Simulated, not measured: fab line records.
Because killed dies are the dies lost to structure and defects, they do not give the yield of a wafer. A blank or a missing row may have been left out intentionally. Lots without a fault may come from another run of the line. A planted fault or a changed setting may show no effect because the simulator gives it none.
Which tool is to blame? | flow sky130 | 13 lots, 39 wafers sampled, at 3 steps of a route of 708

== WHAT THE GAUGES READ, wafer by wafer ==
Not one reading of a measure or inspect step in the record can be checked against a usual standard deviation.

== WHICH TOOL RAN EACH LOT (tool, then ch and the chambers of the sampled wafers, then the start) ==
lot  | SKY_PASSIVATION_ETCH_11            | SKY_PASSIVATION_STRIP_12             | SKY_PAD_OPEN_PROBE_99
L388 | rie-diel-04 ch 1,2, day 44 10:30   | plasma-asher-01 ch 1, day 44 10:36   | prober-01, day 45 10:25
L389 | rie-diel-04 ch 0,1,3, day 44 23:01 | plasma-asher-02 ch 0,1, day 44 23:08 | -
L393 | rie-diel-03 ch 0,1,3, day 45 23:24 | plasma-asher-02 ch 0,1, day 45 23:30 | prober-02, day 46 22:13
L394 | rie-diel-02 ch 1,2,3, day 46 12:00 | plasma-asher-01 ch 0,1, day 46 12:06 | prober-01, day 47 10:43
L395 | rie-diel-03 ch 1,2, day 46 14:45   | plasma-asher-04 ch 0,1, day 46 14:51 | prober-02, day 47 12:52
L396 | rie-diel-04 ch 0,2,3, day 46 20:33 | plasma-asher-04 ch 0,1, day 46 20:39 | prober-01, day 47 18:11
L398 | rie-diel-04 ch 1,3, day 47 10:07   | plasma-asher-04 ch 0,1, day 47 10:14 | prober-01, day 48 07:52
L399 | rie-diel-04 ch 0,3, day 47 19:20   | plasma-asher-02 ch 0,1, day 47 19:27 | prober-02, day 48 16:13
L401 | rie-diel-04 ch 0,1,3, day 47 23:49 | plasma-asher-04 ch 0,1, day 47 23:56 | prober-01, day 48 20:31
L408 | rie-diel-03 ch 0,1,2, day 49 15:16 | plasma-asher-01 ch 0,1, day 49 15:25 | -
L409 | rie-diel-02 ch 0,1,2, day 50 00:13 | plasma-asher-01 ch 0,1, day 50 00:20 | -
L410 | rie-diel-04 ch 1,2,3, day 50 05:40 | plasma-asher-01 ch 0,1, day 50 05:47 | -
L411 | rie-diel-04 ch 1,2,3, day 50 12:13 | plasma-asher-01 ch 0,1, day 50 12:20 | prober-01, day 51 05:28
- SKY_PASSIVATION_ETCH_11: etches the open film in CF4/O2, stops on AlCu, target depth 725 nm, time 161.1 s.
- SKY_PASSIVATION_STRIP_12: strips in O2/N2.
- SKY_PAD_OPEN_PROBE_99

== AS READ BY THE TOOLS THEMSELVES (means over the sampled wafers that have a number; for cases with no such wafer, the mark the record gives instead) ==
SKY_PASSIVATION_ETCH_11.
lot  | tool        | drypump-motor-current-A (A) | oes-product-au (a.u.) | rf-fwd-power-W (W) | throttle-valve-pct (%)
L388 | rie-diel-04 | 6.8                         | 0.979                 | 795.2              | 5.974
L389 | rie-diel-04 | 5.9                         | 0.971                 | 797.8              | 5.965
L393 | rie-diel-03 | 5.9                         | 0.969                 | 795.2              | 5.963
L394 | rie-diel-02 | 6.0                         | 0.978                 | 799.6              | 5.965
L395 | rie-diel-03 | 5.2                         | 0.986                 | 796.2              | 5.964
L396 | rie-diel-04 | 5.9                         | 0.988                 | 794.2              | 5.964
L398 | rie-diel-04 | 5.7                         | 0.912                 | 667.4              | 5.944
L399 | rie-diel-04 | 5.3                         | 0.909                 | 668.0              | 5.940
L401 | rie-diel-04 | 5.9                         | 0.911                 | 668.4              | 5.953
L408 | rie-diel-03 | 5.4                         | 0.977                 | 798.7              | 5.958
L409 | rie-diel-02 | 5.8                         | 0.971                 | 796.5              | 5.966
L410 | rie-diel-04 | 6.2                         | 0.975                 | 793.8              | 5.967
L411 | rie-diel-04 | 6.2                         | 0.974                 | 794.0              | 5.969

SKY_PASSIVATION_STRIP_12.
lot  | tool            | drypump-motor-current-A (A) | oes-product-au (a.u.) | strip-time-to-endpoint-s (s)
L388 | plasma-asher-01 | 6.3                         | 0.659                 | 31.55
L389 | plasma-asher-02 | 5.6                         | 0.662                 | 31.53
L393 | plasma-asher-02 | 5.8                         | 0.662                 | 31.59
L394 | plasma-asher-01 | 5.4                         | 0.661                 | 31.40
L395 | plasma-asher-04 | 6.0                         | 0.662                 | 31.58
L396 | plasma-asher-04 | 6.3                         | 0.662                 | 31.57
L398 | plasma-asher-04 | 6.3                         | 0.661                 | 32.31
L399 | plasma-asher-02 | 5.8                         | 0.659                 | 32.50
L401 | plasma-asher-04 | 6.1                         | 0.660                 | 32.22
L408 | plasma-asher-01 | 5.8                         | 0.661                 | 31.51
L409 | plasma-asher-01 | 5.4                         | 0.664                 | 31.42
L410 | plasma-asher-01 | 5.4                         | 0.661                 | 31.55
L411 | plasma-asher-01 | 5.3                         | 0.656                 | 31.51

SKY_PAD_OPEN_PROBE_99.
lot  | tool      | defect-limited-yield (%) | killed_at_M0_to_M3 | killed_at_M4_up | killed-at-contacts | killed-at-front-end | killed-at-other | killed-dies | killed-on-rim | killed-open | killed-short | sort_bin_3_pad_short (%) | sort_bin_5_function (%) | sort_bin_6_memory (%) | sort-n-pass | sort-yield-pct (%)
L388 | prober-01 | 82.2                     | 45                 | 4.3             | 20                 | 18                  | 0.3             | 88          | 14            | 52          | 36           | 0.8                      | 10.9                    | 6.1                   | 404         | 82.2
L393 | prober-02 | 81.7                     | 46                 | 1.7             | 28                 | 14                  | 0.3             | 90          | 17            | 49          | 41           | 1.3                      | 10.9                    | 6.2                   | 402         | 81.7
L394 | prober-01 | 80.6                     | 52                 | 2.3             | 19                 | 20                  | 1.0             | 95          | 21            | 50          | 45           | 0.7                      | 12.7                    | 6.0                   | 397         | 80.6
L395 | prober-02 | 82.3                     | 39                 | 5.3             | 25                 | 18                  | 0.3             | 87          | 16            | 46          | 41           | 1.1                      | 10.6                    | 5.9                   | 405         | 82.3
L396 | prober-01 | 83.5                     | 42                 | 2.7             | 20                 | 15                  | 0.7             | 81          | 19            | 46          | 35           | 0.3                      | 10.4                    | 5.7                   | 411         | 83.5
L398 | prober-01 | 0.0                      | 43                 | 5.7             | 24                 | 11                  | 408.3           | 492         | 96            | 44          | 40           | 0.9                      | 93.0                    | 6.1                   | 0           | 0.0
L399 | prober-02 | 0.2                      | 44                 | 2.3             | 21                 | 12                  | 411.3           | 491         | 96            | 42          | 38           | 0.8                      | 93.4                    | 5.6                   | 1           | 0.2
L401 | prober-01 | 0.1                      | 48                 | 3.3             | 28                 | 15                  | 397.3           | 491         | 96            | 54          | 40           | 1.0                      | 92.5                    | 6.4                   | 1           | 0.1
L411 | prober-01 | 81.0                     | 48                 | 4.0             | 26                 | 16                  | 0.0             | 93          | 16            | 53          | 40           | 0.7                      | 12.2                    | 6.0                   | 399         | 81.0

== THE ANSWER, worked out from the rows above alone ==
Rule: the usual values come from the lots themselves. The widest of any qualifying gaps counts: lots, ordered by their means at a reading, are off when they make up no more than a third of the lots, leave a main group of 4 or more, and stand apart from it by 3 or more times the standard deviation of that group's means. A main group whose means are all the same, to the digits that the tables above print for the reading, isn't used. Also off: a lot with no number at a reading for which 4 or more lots have one. All remaining lots with rows at the step are treated as sound. Order of review: gauges by route order, followed by the tools' own readings, for which a lot's mean as printed above is used. At the first step where some lot is off, the reading lying furthest off is the one used; lots without a number count as furthest.
Off at SKY_PASSIVATION_ETCH_11 (rf-fwd-power-W): L398, L399, L401. Mean 796.1 W and standard deviation 1.9 in the main group.
A tool fits if, at that step or a process step before it, it ran every lot that is off, and no sound lot after the first of them. Not one of the candidates tried fits.

== WHAT THE SIMULATOR HAD INSERTED ==
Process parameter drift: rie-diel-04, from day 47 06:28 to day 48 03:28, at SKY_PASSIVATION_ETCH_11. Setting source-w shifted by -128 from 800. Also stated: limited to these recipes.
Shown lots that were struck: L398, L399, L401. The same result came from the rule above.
